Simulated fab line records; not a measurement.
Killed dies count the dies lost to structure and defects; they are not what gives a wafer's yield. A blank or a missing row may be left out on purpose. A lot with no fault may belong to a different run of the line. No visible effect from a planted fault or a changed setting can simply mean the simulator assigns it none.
fab line records    flow sky130
record: lots: 6  wafers: 18  last_day: 50
route steps=708 shown SONOS_ONO@174 GATE_OXIDE@187 PAD_OPEN@708
lots with no fault: from the same line, run without faults
start_h: hours from the record's opening day to when the first of the lot's shown wafers began    wait_h: hours elapsed since this lot's preceding step    " as in the row above    L1.1+2: a row that stands for several wafers    - value missing, or start not given    * or withheld: withheld    < > ~ a bound
route shown NAME@n: NAME is a module with steps in the file, n the number in the route of the first one    usual: mean/standard deviation taken from wafers without a fault    same: alike in all rows    chamber/n: place in a boat    sites: per-site readings    _std_site: how widely they spread, as a standard deviation    _edge_site: mean of outer sites minus mean of inner sites    radius_mm: how far each site lies from the wafer's centre    mask NAME#n: copy n    behind: the most recent tool/chamber to have shaped the wafer    hold: why the lot was held/for how many hours/how that ended    device: names the non-switching transistor (n, p or np)    end of line: tests of these same wafers at the route's end    step lacking rows: just its recipe    killed: dies that structure and defects cost at the first sort, which is not the same as the wafer's yield    map: a wafer's dies, x killed, . not, _ none there
set.NAME: setting as actually run; set.NAME@STEP: the setting as run at that earlier step    model.NAME: the simulator's own value behind a step, which no gauge read
lots at some steps of the route; a table a step, a row a wafer
services: from which hour (start_h, from the record's first day; less than 0 if before it) a tool's chamber was out of use, for how many hours, and why
== steps ==
step: SKY_SONOS_ONO_DEHYDRATE_06
recipe: temp_c: 200  time_s: 60
step: SKY_SONOS_ONO_HMDS_07
recipe: prime_time_s: 60  prime_temp_c: 120
step: SKY_SONOS_ONO_COAT_08
recipe: resist: NOVOLAK  spin_rpm: 3000  resist_thk_nm: 1140
step: SKY_SONOS_ONO_SOFTBAKE_09
recipe: temp_c: 90  time_s: 60  resist: NOVOLAK
step: SKY_SONOS_ONO_EXPOSE_10
recipe: mask_id: ONOM  target_cd_nm: 410  na: 0.6  source_shape: conventional  sigma_outer: 0.6  dose_mj: 150
step: SKY_SONOS_ONO_PEB_11
recipe: temp_c: withheld  time_s: *  resist: NOVOLAK
step: SKY_SONOS_ONO_DEVELOP_12
recipe: develop_time_s: 60  dev_temp_c: 23
step: SKY_SONOS_ONO_CD_MEAS_13
recipe: target_cd_nm: 410
usual: cd_nm: 409.2/2.4
lot.wafer  tool       chamber  start_h  wait_h  cd_nm
L684.1     cd_sem-01  -        358.69   0.1     406.7
L684.2     "          -        "        "       406.8
L684.3     "          -        "        "       405.7
L685.2     cd_sem-01  -        372.34   0.1     410.1
L685.4     "          -        "        "       409.8
L685.5     "          -        "        "       408.8
L688.4     cd_sem-01  -        388.15   0.1     412.1
L688.5     "          -        "        "       410.9
L688.6     "          -        "        "       409.7
L689.1     cd_sem-02  -        390.14   0.1     409.8
L689.2     "          -        "        "       409.9
L689.6     "          -        "        "       410.1
L692.1     cd_sem-01  -        428.14   0.1     412.2
L692.2     "          -        "        "       412.3
L692.4     "          -        "        "       413.2
L697.1     cd_sem-02  -        462.99   0.1     408.0
L697.4     "          -        "        "       408.1
L697.5     "          -        "        "       407.3
step: SKY_SONOS_ONO_OVL_MEAS_14
usual: SONOS_ONO_OVL: 1.2/1.5
lot.wafer  tool        chamber  start_h  wait_h  SONOS_ONO_OVL[nm]
L684.1     overlay-02  -        358.81   0.1     0.6
L684.2     "           -        "        "       4.1
L684.3     "           -        "        "       0.1
L685.2     overlay-02  -        372.45   0.1     4.3
L685.4     "           -        "        "       4.1
L685.5     "           -        "        "       2.0
L688.4     overlay-01  -        388.23   0.1     -1.2
L688.5     "           -        "        "       1.8
L688.6     "           -        "        "       -2.5
L689.1     overlay-01  -        390.26   0.1     0.3
L689.2     "           -        "        "       1.9
L689.6     "           -        "        "       0.7
L692.1     overlay-01  -        428.26   0.1     0.8
L692.2     "           -        "        "       -0.4
L692.4     "           -        "        "       -0.2
L697.1     overlay-02  -        463.11   0.1     1.9
L697.4     "           -        "        "       1.8
L697.5     "           -        "        "       2.7
step: SKY_SONOS_ONO_ETCH_15
recipe: target_depth_nm: 19.52  chemistry: CHF3/O2  source_w: 600  bias_w: 200  pressure_mtorr: 40  chf3_flow_sccm: 50  O2_flow_sccm: 5  time_s: 7.8
usual: O2_flow_sccm: 5.001/0.014  bias_w: 199.9/0.63  drypump_motor_current_A: 5.9/0.38  oes_product_au: 0.998/0.012  throttle_valve_pct: 8.824/0.0097
lot.wafer  tool         chamber  start_h  wait_h  O2_flow_sccm  bias_w  drypump_motor_current_A  oes_product_au  rf_hours_counter_h  throttle_valve_pct
L684.1     rie_diel-02  1        358.85   0.0     5.008         200.1   6.2                      1.001           8                   8.824
L684.2     "            0        "        "       4.973         199.7   5.6                      0.988           5                   8.837
L684.3     "            3        "        "       5.009         199.7   6.2                      0.986           7                   8.827
L685.2     rie_diel-02  0        372.48   0.0     4.995         199.0   5.6                      0.988           5                   8.829
L685.4     "            1        "        "       4.988         199.7   6.2                      0.995           8                   8.824
L685.5     "            2        "        "       5.022         199.3   5.6                      0.982           -                   8.825
L688.4     rie_diel-02  1        388.24   0.0     4.989         199.3   6.2                      1.002           8                   8.826
L688.5     "            3        "        "       5.017         201.2   6.2                      0.994           -                   8.809
L688.6     "            2        "        "       4.990         199.5   5.6                      0.987           -                   8.839
L689.1     rie_diel-02  2        390.30   0.0     5.002         200.2   5.6                      0.994           4                   8.800
L689.2     "            3        "        "       4.986         199.6   6.2                      0.993           7                   8.810
L689.6     "            1        "        "       4.967         198.7   6.2                      1.005           -                   8.838
L692.1     rie_diel-04  3        428.30   0.0     4.995         200.2   5.8                      0.961           0                   8.819
L692.2     "            1        "        "       5.013         200.7   6.0                      1.005           28                  8.825
L692.4     "            2        "        "       5.017         200.5   5.4                      1.003           101                 8.816
L697.1     rie_diel-04  0        463.15   0.0     5.020         199.7   6.4                      0.999           7                   8.816
L697.4     "            0        "        "       5.004         199.9   6.4                      1.007           -                   8.810
L697.5     "            1        "        "       4.992         199.4   5.9                      1.014           -                   8.827
step: SKY_SONOS_ONO_WET_ETCH_16
recipe: chemistry: dHF  target_depth_nm: 14  dry: n2_spin  target: SiO2  dilution: 100:1  temp_c: 25  time_s: 280
step: SKY_SONOS_ONO_STRIP_17
recipe: chemistry: O2/N2  power_w: 1400  pressure_mtorr: 1500  platen_temp_c: withheld  o2_flow_sccm: 3000  n2_flow_sccm: 300  overash_fraction: 0.5
usual: drypump_motor_current_A: 5.33/0.29  oes_product_au: 0.710/0.0042  strip_time_to_endpoint_s: 14.09/0.041
lot.wafer  tool             chamber  start_h  wait_h  drypump_motor_current_A  oes_product_au  rf_hours_counter_h  strip_time_to_endpoint_s
L684.1     plasma_asher-04  1        358.95   0.0     5.55                     0.709           25                  14.15
L684.2     "                0        "        "       5.59                     0.703           25                  14.10
L684.3     "                1        "        "       5.49                     0.716           -                   14.13
L685.2     plasma_asher-04  1        372.60   0.0     5.51                     0.712           27                  14.14
L685.4     "                1        "        "       5.50                     0.707           -                   14.14
L685.5     "                0        "        "       5.57                     0.712           -                   14.11
L688.4     plasma_asher-02  0        388.38   0.0     5.13                     0.708           -                   14.05
L688.5     "                1        "        "       5.02                     0.705           -                   14.10
L688.6     "                0        "        "       5.12                     0.714           -                   14.07
L689.1     plasma_asher-04  0        390.40   0.0     5.54                     0.703           28                  14.08
L689.2     "                1        "        "       5.51                     0.705           28                  14.02
L689.6     "                0        "        "       5.56                     0.702           -                   14.00
L692.1     plasma_asher-01  0        428.40   0.0     5.92                     0.714           73                  14.09
L692.2     "                1        "        "       5.38                     0.714           73                  14.17
L692.4     "                0        "        "       5.90                     0.712           -                   14.13
L697.1     plasma_asher-02  0        463.25   0.0     5.11                     0.716           4                   14.16
L697.4     "                0        "        "       5.10                     0.718           -                   14.11
L697.5     "                1        "        "       5.02                     0.711           -                   14.15
step: SKY_SONOS_ONO_WET_ETCH_18
recipe: chemistry: H3PO4  target_depth_nm: 15  target: Si3N4  temp_c: 160  time_s: 172
usual: bath_guard_temp_C: 159.9/0.5  bath_heat_duty_pct: 25.6/2.4
lot.wafer  tool          chamber  start_h  wait_h  bath_guard_temp_C  bath_heat_duty_pct
L684.1     wet_bench-01  3        359.05   0.1     -                  -
L684.2     "             3        "        "       -                  -
L684.3     "             3        "        "       -                  -
L685.2     wet_bench-01  1        372.70   0.1     -                  -
L685.4     "             1        "        "       -                  -
L685.5     "             1        "        "       -                  -
L688.4     wet_bench-01  3        388.45   0.0     159.2              28.8
L688.5     "             3        "        "       159.8              27.0
L688.6     "             3        "        "       159.7              29.9
L689.1     wet_bench-01  3        390.53   0.1     159.5              29.6
L689.2     "             3        "        "       159.8              26.6
L689.6     "             3        "        "       160.0              26.5
L692.1     wet_bench-01  2        428.50   0.1     161.0              25.3
L692.2     "             2        "        "       161.1              27.4
L692.4     "             2        "        "       160.8              26.3
L697.1     wet_bench-04  3        463.35   0.1     160.4              26.6
L697.4     "             3        "        "       160.7              26.2
L697.5     "             3        "        "       161.1              25.4
step: SKY_GATE_OXIDE_CLEAN_00
recipe: chemistry: SC1/SC2  mix: 1:4:20  temp_c: 70  time_s: 150  dry: n2_spin
step: SKY_PAD_OPEN_PROBE_99
usual: killed_at_M0_to_M3: 44/7.8  killed_at_M4_up: 3.1/1.7  killed_at_contacts: 25/5.1  killed_at_front_end: 15/4.4  killed_at_other: 0.5/0.68  killed_dies: 88/9.9  killed_on_rim: 17/3.9  killed_open: 48/6.9  killed_short: 39/6.5
same: gross_dies: 492  killed_at_back_side: 0
lot.wafer  tool       chamber  start_h  wait_h  killed_at_M0_to_M3  killed_at_M4_up  killed_at_contacts  killed_at_front_end  killed_at_other  killed_dies  killed_on_rim  killed_open  killed_short
L684.1     prober-01  -        1132.59  0.1     46                  3                26                  21                   1                97           21             49           47
L684.2     prober-01  -        1132.64  0.1     36                  5                28                  13                   0                82           23             51           31
L684.3     prober-01  -        1132.69  0.2     49                  3                22                  19                   0                93           21             53           40
L685.2     prober-02  -        1142.37  0.1     38                  5                27                  18                   2                90           15             49           40
L685.4     prober-02  -        1142.47  0.2     46                  4                29                  11                   0                90           14             54           35
L685.5     prober-02  -        1142.52  0.2     28                  4                32                  18                   0                82           11             48           34
L688.4     prober-01  -        1149.07  0.2     42                  7                26                  18                   0                93           22             48           45
L688.5     prober-01  -        1149.12  0.2     41                  3                38                  10                   1                93           25             60           31
L688.6     prober-01  -        1149.17  0.2     43                  2                27                  20                   0                92           20             43           48
L689.1     prober-02  -        1151.56  0.1     40                  4                16                  18                   0                78           11             44           34
L689.2     prober-02  -        1151.61  0.1     49                  1                7                   14                   0                71           9              45           26
L689.6     prober-02  -        1151.81  0.2     43                  5                17                  15                   0                80           20             51           28
L692.1     prober-01  -        1174.57  0.1     51                  3                24                  17                   0                95           23             55           40
L692.2     prober-01  -        1174.62  0.1     38                  5                27                  16                   0                86           16             53           33
L692.4     prober-01  -        1174.72  0.2     47                  2                30                  19                   0                98           16             55           42
L697.1     prober-01  -        1191.70  0.1     45                  4                16                  12                   1                78           18             43           35
L697.4     prober-01  -        1191.85  0.2     48                  7                19                  25                   1                100          21             52           48
L697.5     prober-01  -        1191.90  0.2     35                  2                23                  13                   0                73           15             43           28
killed by level:class
L684.1 FIELD_ISO:geometric_particle:short=8 METAL1:geometric_particle:short=8 CONTACT:geometric_particle:open=7 LI_CONTACT:geometric_particle:open=7 VIA1:geometric_particle:open=7 VIA2:geometric_particle:open=7 CONTACT:geometric_particle:short=6 VIA3:geometric_particle:open=6
L684.2 CONTACT:geometric_particle:open=10 VIA2:geometric_particle:open=9 LI_CONTACT:geometric_particle:open=8 VIA3:geometric_particle:open=7 VIA1:geometric_particle:open=7 CONTACT:geometric_particle:short=6 FIELD_ISO:geometric_particle:open=4 SPACER:geometric_particle:short=4
L684.3 VIA2:geometric_particle:open=15 VIA1:geometric_particle:open=11 FIELD_ISO:geometric_particle:short=8 LI_CONTACT:geometric_particle:open=6 CONTACT:geometric_particle:open=6 VIA2:geometric_particle:short=6 VIA3:geometric_particle:open=5 LI_CONTACT:geometric_particle:short=4
L685.2 CONTACT:geometric_particle:open=15 VIA1:geometric_particle:open=9 METAL1:geometric_particle:short=8 FIELD_ISO:geometric_particle:open=7 LI_CONTACT:geometric_particle:open=5 POLY_GATE:geometric_particle:short=4 VIA2:geometric_particle:open=4 CONTACT:geometric_particle:short=4
L685.4 LI_CONTACT:geometric_particle:open=12 CONTACT:geometric_particle:open=9 VIA1:geometric_particle:open=7 METAL1:geometric_particle:short=7 VIA3:geometric_particle:open=7 VIA2:geometric_particle:open=6 METAL2:geometric_particle:short=6 CONTACT:geometric_particle:short=4
L685.5 CONTACT:geometric_particle:open=10 VIA1:geometric_particle:open=10 CONTACT:geometric_particle:short=8 FIELD_ISO:geometric_particle:open=7 LI_CONTACT:geometric_particle:open=6 LOCAL_INTERCONNECT:geometric_particle:short=6 FIELD_ISO:geometric_particle:short=5 VIA1:geometric_particle:short=4
L688.4 VIA1:geometric_particle:open=13 CONTACT:geometric_particle:open=9 METAL2:geometric_particle:short=7 CONTACT:geometric_particle:short=6 FIELD_ISO:geometric_particle:short=5 METAL4:geometric_particle:short=5 LI_CONTACT:geometric_particle:open=5 VIA3:geometric_particle:open=4
L688.5 VIA1:geometric_particle:open=15 LI_CONTACT:geometric_particle:open=14 CONTACT:geometric_particle:open=13 LOCAL_INTERCONNECT:geometric_particle:short=7 VIA2:geometric_particle:open=5 METAL2:geometric_particle:short=5 FIELD_ISO:geometric_particle:short=4 VIA3:geometric_particle:open=4
L688.6 VIA1:geometric_particle:open=11 CONTACT:geometric_particle:open=8 LI_CONTACT:geometric_particle:open=7 FIELD_ISO:geometric_particle:open=6 CONTACT:geometric_particle:short=6 METAL3:geometric_particle:short=6 FIELD_ISO:geometric_particle:short=5 METAL1:geometric_particle:short=5
L689.1 VIA2:geometric_particle:open=9 CONTACT:geometric_particle:open=8 VIA1:geometric_particle:open=8 METAL1:geometric_particle:short=6 POLY_GATE:geometric_particle:short=5 POLY_GATE:geometric_particle:open=5 VIA1:geometric_particle:short=5 VIA3:geometric_particle:open=5
L689.2 VIA3:geometric_particle:open=11 VIA1:geometric_particle:open=10 FIELD_ISO:geometric_particle:open=7 METAL2:geometric_particle:short=5 VIA2:geometric_particle:open=5 CONTACT:geometric_particle:open=4 METAL3:geometric_particle:short=4 VIA3:geometric_particle:short=4
L689.6 VIA1:geometric_particle:open=15 VIA3:geometric_particle:open=8 LI_CONTACT:geometric_particle:open=7 METAL2:geometric_particle:short=6 POLY_GATE:geometric_particle:short=5 CONTACT:geometric_particle:open=5 VIA2:geometric_particle:open=5 POLY_GATE:geometric_particle:open=4
L692.1 VIA1:geometric_particle:open=12 VIA3:geometric_particle:open=10 CONTACT:geometric_particle:open=8 LI_CONTACT:geometric_particle:open=7 VIA2:geometric_particle:open=7 POLY_GATE:geometric_particle:short=6 POLY_GATE:geometric_particle:open=5 VIA2:geometric_particle:short=5
L692.2 VIA1:geometric_particle:open=11 VIA3:geometric_particle:open=10 CONTACT:geometric_particle:open=9 LI_CONTACT:geometric_particle:open=7 POLY_GATE:geometric_particle:open=5 CONTACT:geometric_particle:short=5 METAL3:geometric_particle:short=4 METAL2:geometric_particle:short=4
L692.4 LI_CONTACT:geometric_particle:open=12 CONTACT:geometric_particle:open=9 VIA2:geometric_particle:open=8 VIA1:geometric_particle:open=7 VIA1:geometric_particle:short=6 VIA3:geometric_particle:open=6 METAL1:geometric_particle:short=5 FIELD_ISO:geometric_particle:short=4
L697.1 VIA1:geometric_particle:open=14 CONTACT:geometric_particle:open=10 VIA2:geometric_particle:open=6 METAL1:geometric_particle:short=6 METAL4:geometric_particle:short=4 LOCAL_INTERCONNECT:geometric_particle:short=4 VIA2:geometric_particle:short=4 FIELD_ISO:geometric_particle:open=3
L697.4 VIA1:geometric_particle:open=11 VIA2:geometric_particle:open=8 CONTACT:geometric_particle:open=7 METAL2:geometric_particle:short=7 FIELD_ISO:geometric_particle:short=6 LI_CONTACT:geometric_particle:open=6 POLY_GATE:geometric_particle:short=5 METAL4:geometric_particle:short=5
L697.5 LI_CONTACT:geometric_particle:open=12 VIA1:geometric_particle:open=9 CONTACT:geometric_particle:open=5 VIA3:geometric_particle:open=5 CONTACT:geometric_particle:short=4 METAL3:geometric_particle:open=4 POLY_GATE:geometric_particle:open=3 POLY_GATE:geometric_particle:short=3
== services ==
tool             chamber  start_h  hours  kind
plasma_asher-04  -        344.65   0.7    repair
plasma_asher-02  -        345.82   1.3    repair
wet_bench-04     -        351.46   4.1    repair
plasma_asher-02  -        368.33   2.8    pm
rie_diel-04      2        372.59   10.7   repair
rie_diel-04      3        393.96   -      clean
rie_diel-04      3        393.96   28.3   scheduled_down
rie_diel-04      3        393.96   28.3   vent_cycle
rie_diel-04      2        405.22   3.8    repair
rie_diel-02      -        418.13   4.4    repair
plasma_asher-02  -        421.25   9.0    pm
plasma_asher-02  0        421.25   9.0    vent_cycle
plasma_asher-02  1        421.25   9.0    vent_cycle
plasma_asher-02  0        430.25   -      clean
plasma_asher-02  1        430.25   -      clean
rie_diel-04      2        456.11   -      clean
rie_diel-04      2        456.11   25.1   scheduled_down
rie_diel-04      2        456.11   25.1   vent_cycle
plasma_asher-01  -        456.52   3.1    repair
== key ==
first_sign: step: SKY_SONOS_ONO_WET_ETCH_18  reading: tool_record  direction: missing
effect none on later readings
met_at SKY_SONOS_ONO_WET_ETCH_18
struck_wafers L684.1,L684.2,L684.3,L685.2,L685.4,L685.5
tester_left_out L684,L685
fault: kind: skipped_step_whole  tool: wet_bench-01  chamber: -  onset_h: 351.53  steps: SKY_SONOS_ONO_WET_ETCH_18  scope: struck_lots_only
tester_left_out: of these lots the tester's yield and bins aren't shown, on N5 and GAA mostly nor the transistor test; their killed dies are dies lost to structure and defects alone, not to doping, threshold or leakage, so they don't give the yield
